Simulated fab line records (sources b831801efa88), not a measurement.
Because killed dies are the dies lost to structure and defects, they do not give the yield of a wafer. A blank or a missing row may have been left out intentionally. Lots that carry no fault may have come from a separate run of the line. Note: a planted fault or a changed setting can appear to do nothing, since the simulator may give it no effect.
Which of the tools did it?	flow sky130	24 lots, 72 wafers sampled, at 4 steps of a route of 708

WHAT EACH GAUGE READ, for each wafer
SKY_VT_ADJUST_LVTN_OVL_MEAS_18.
lot	measured	on	VT_ADJUST_LVTN_01_OVL (nm)
L074	day 7 14:28	overlay-02	1.6 1.3 -0.5
L075	day 7 22:58	overlay-02	0.0 -0.5 -1.1
L076	day 8 03:49	overlay-02	-0.1 -0.5 0.6
L077	day 8 16:43	overlay-01	0.5 -0.7 -1.7
L078	day 9 00:04	overlay-02	-1.9 -3.5 -1.1
L079	day 9 09:07	overlay-02	-0.1 2.2 0.3
L080	day 9 14:14	overlay-01	-0.8 0.0 1.6
L081	day 9 20:35	overlay-02	-2.5 -0.5 -0.1
L082	day 10 04:38	overlay-01	-1.7 0.2 0.4
L083	day 10 08:21	overlay-02	-0.4 -1.5 0.6
L084	day 10 16:51	overlay-01	-2.8 -2.3 -1.6
L085	day 10 19:43	overlay-02	-0.6 -1.7 -0.9
L086	day 11 03:31	overlay-01	-0.8 -1.3 -2.5
L087	day 11 10:40	overlay-02	-0.3 -0.1 0.3
L088	day 11 18:40	overlay-01	-0.3 -1.0 -1.1
L089	day 11 20:34	overlay-02	-0.9 -3.2 -0.9
L090	day 12 07:10	overlay-01	-0.9 -1.2 -1.5
L091	day 12 15:40	overlay-02	3.2 2.7 2.5
L092	day 12 23:31	overlay-02	1.5 2.8 2.4
L093	day 13 06:44	overlay-01	0.3 1.6 1.5
L094	day 13 08:53	overlay-01	-3.2 -3.3 -0.9
L095	day 13 13:01	overlay-02	0.0 -2.5 -0.1
L096	day 13 23:01	overlay-02	-0.1 0.9 1.2
L097	day 14 08:01	overlay-01	-2.8 -0.9 -2.2

SKY_VT_ADJUST_NCORE_CD_MEAS_07 targets a cd of 380 nm.
lot	measured	on	cd nm (nm)
L074	day 8 11:32	cd sem-02	382.1 381.5 382.2
L075	day 8 20:12	cd sem-01	383.0 382.0 381.2
L076	day 9 00:39	cd sem-01	376.2 376.4 377.1
L077	day 9 14:35	cd sem-02	381.2 381.7 381.2
L078	day 9 21:07	cd sem-01	376.4 376.7 378.1
L079	day 10 07:13	cd sem-02	377.4 379.0 378.0
L080	day 10 11:46	cd sem-02	383.8 384.8 381.7
L081	day 10 18:48	cd sem-01	381.4 380.6 380.7
L082	day 11 02:53	cd sem-01	377.1 375.0 375.8
L083	day 11 07:20	cd sem-02	383.3 380.5 382.4
L084	day 11 17:08	cd sem-01	380.3 379.6 379.5
L085	day 11 19:43	cd sem-01	374.7 376.5 375.2
L086	day 12 03:00	cd sem-02	380.1 379.8 381.6
L087	day 12 11:13	cd sem-01	377.4 379.2 375.9
L088	day 12 18:14	cd sem-02	378.5 379.0 383.5
L089	day 12 20:23	cd sem-01	380.8 381.0 377.9
L090	day 13 06:52	cd sem-02	379.0 379.0 379.8
L091	day 13 13:56	cd sem-02	378.4 380.9 378.1
L092	day 13 23:16	cd sem-01	378.8 380.6 380.7
L093	day 14 08:14	cd sem-02	381.7 381.5 381.0
L094	day 14 10:21	cd sem-02	375.5 376.8 376.2
L095	day 14 15:31	cd sem-02	381.0 379.8 380.4
L096	day 15 01:01	cd sem-01	383.3 382.0 383.8
L097	day 15 09:52	cd sem-01	385.4 386.2 386.9

SKY_POLY_CUT_OVL_MEAS_09.
lot	measured	on	POLY_CUT_OVL (nm)
L074	day 24 00:17	overlay-01	15 24 7
L075	day 24 02:54	overlay-01	8 6 17
L076	day 24 10:10	overlay-01	-4 1 17
L077	day 26 14:20	overlay-02	-2 -1 -3
L078	day 26 15:39	overlay-02	16 5 6
L079	day 26 11:50	overlay-01	5 17 16
L080	day 26 19:17	overlay-01	3 1 10
L081	day 26 17:57	overlay-02	4 10 13
L082	day 27 04:02	overlay-02	2 1 9
L083	day 28 16:24	overlay-01	5 5 4
L084	day 28 17:06	overlay-01	1 3 -2
L085	day 28 20:53	overlay-02	6 -1 -2
L086	day 28 18:50	overlay-02	-7 -2 -11
L087	day 28 22:12	overlay-02	2 1 7
L088	day 29 04:20	overlay-02	4 1 -1
L089	day 29 03:36	overlay-02	13 17 15
L090	day 29 17:11	overlay-02	6 10 11
L091	day 29 20:20	overlay-02	-2 -7 6
L092	day 30 07:02	overlay-01	5 1 4
L093	day 30 22:32	overlay-02	16 11 12
L094	day 30 18:31	overlay-01	-7 9 -1
L095	day 31 00:17	overlay-01	11 21 4
L096	day 31 16:11	overlay-02	-4 10 -4
L097	day 31 16:21	overlay-02	10 18 11

WHAT TOOL EACH LOT RAN ON (gives the tool, then ch and the chambers of the sampled wafers, and finally the start)
lot	SKY_FIELD_ISO_SOFTBAKE_09
L074	litho track-03 ch 0, day 7 14:28 or earlier
L075	litho track-02 ch 0, day 7 22:58 or earlier
L076	litho track-03 ch 0, day 8 03:49 or earlier
L077	litho track-01 ch 0, day 8 16:43 or earlier
L078	litho track-03 ch 0, day 9 00:04 or earlier
L079	litho track-02 ch 0, day 9 09:07 or earlier
L080	litho track-01 ch 0, day 9 14:14 or earlier
L081	litho track-03 ch 0, day 9 20:35 or earlier
L082	litho track-01 ch 0, day 10 04:38 or earlier
L083	litho track-03 ch 0, day 10 08:21 or earlier
L084	litho track-03 ch 0, day 10 16:51 or earlier
L085	litho track-03 ch 0, day 10 19:43 or earlier
L086	litho track-01 ch 0, day 11 03:31 or earlier
L087	litho track-02 ch 0, day 11 10:40 or earlier
L088	litho track-01 ch 0, day 11 18:40 or earlier
L089	litho track-02 ch 0, day 11 20:34 or earlier
L090	litho track-02 ch 0, day 12 07:10 or earlier
L091	litho track-02 ch 0, day 12 15:40 or earlier
L092	litho track-03 ch 0, day 12 23:31 or earlier
L093	litho track-01 ch 0, day 13 06:44 or earlier
L094	litho track-02 ch 0, day 13 08:53 or earlier
L095	litho track-02 ch 0, day 13 13:01 or earlier
L096	litho track-01 ch 0, day 13 23:01 or earlier
L097	litho track-03 ch 0, day 14 08:01 or earlier
- SKY_FIELD_ISO_SOFTBAKE_09: time 92.96 s.

AS READ BY THE TOOLS THEMSELVES (means over the sampled wafers that have a number; for cases with no such wafer, the mark the record gives instead)
SKY_FIELD_ISO_SOFTBAKE_09.
lot	tool	exhaust pa (Pa)	plate sensor t centre C (C)	plate sensor t edge C (C)	resist line temp C (C)
L074	litho track-03	44.4	100.88	100.96	22.80
L075	litho track-02	46.5	100.87	100.95	23.05
L076	litho track-03	45.4	100.89	100.95	22.88
L077	litho track-01	45.7	100.88	100.95	23.03
L078	litho track-03	45.1	100.89	100.95	22.98
L079	litho track-02	44.6	100.88	100.95	23.08
L080	litho track-01	45.8	100.89	100.95	22.92
L081	litho track-03	45.9	100.89	100.96	23.03
L082	litho track-01	45.2	100.88	100.95	23.08
L083	litho track-03	45.8	100.89	100.95	22.91
L084	litho track-03	45.1	100.88	100.96	23.06
L085	litho track-03	44.8	100.88	100.95	22.97
L086	litho track-01	46.0	100.88	100.94	22.93
L087	litho track-02	45.3	100.88	100.97	22.98
L088	litho track-01	45.9	100.89	100.94	23.17
L089	litho track-02	45.2	100.88	100.95	22.89
L090	litho track-02	46.5	100.87	100.95	23.09
L091	litho track-02	46.4	100.89	100.94	23.00
L092	litho track-03	46.1	100.88	100.95	23.04
L093	litho track-01	43.9	100.89	100.96	23.04
L094	litho track-02	45.0	100.88	100.96	23.17
L095	litho track-02	45.3	100.89	100.94	23.00
L096	litho track-01	43.1	100.88	100.96	23.04
L097	litho track-03	45.3	100.87	100.94	23.06

THE ANSWER, worked out from the rows above alone
Rule: usual is defined by the lots themselves. The widest of any qualifying gaps counts: lots, ordered by their means at a reading, are off when they make up no more than a third of the lots, leave a main group of 4 or more, and stand apart from it by 3 or more times the standard deviation of that group's means. A main group is skipped when, at the precision printed for the reading in the tables above, its means are all equal. A lot without any number at a reading at which 4 lots or more have one is off too. All remaining lots with rows at the step are treated as sound. After the gauges, taken in route order, come the tools' own readings; for these a lot's mean is taken, as printed above. The first step at which some lot is off is used, and at that step the reading that is off furthest; a lot without a number counts as furthest.
None of the lots is off at any reading shown; this tells nothing.

WHAT THE SIMULATOR HAD INSERTED
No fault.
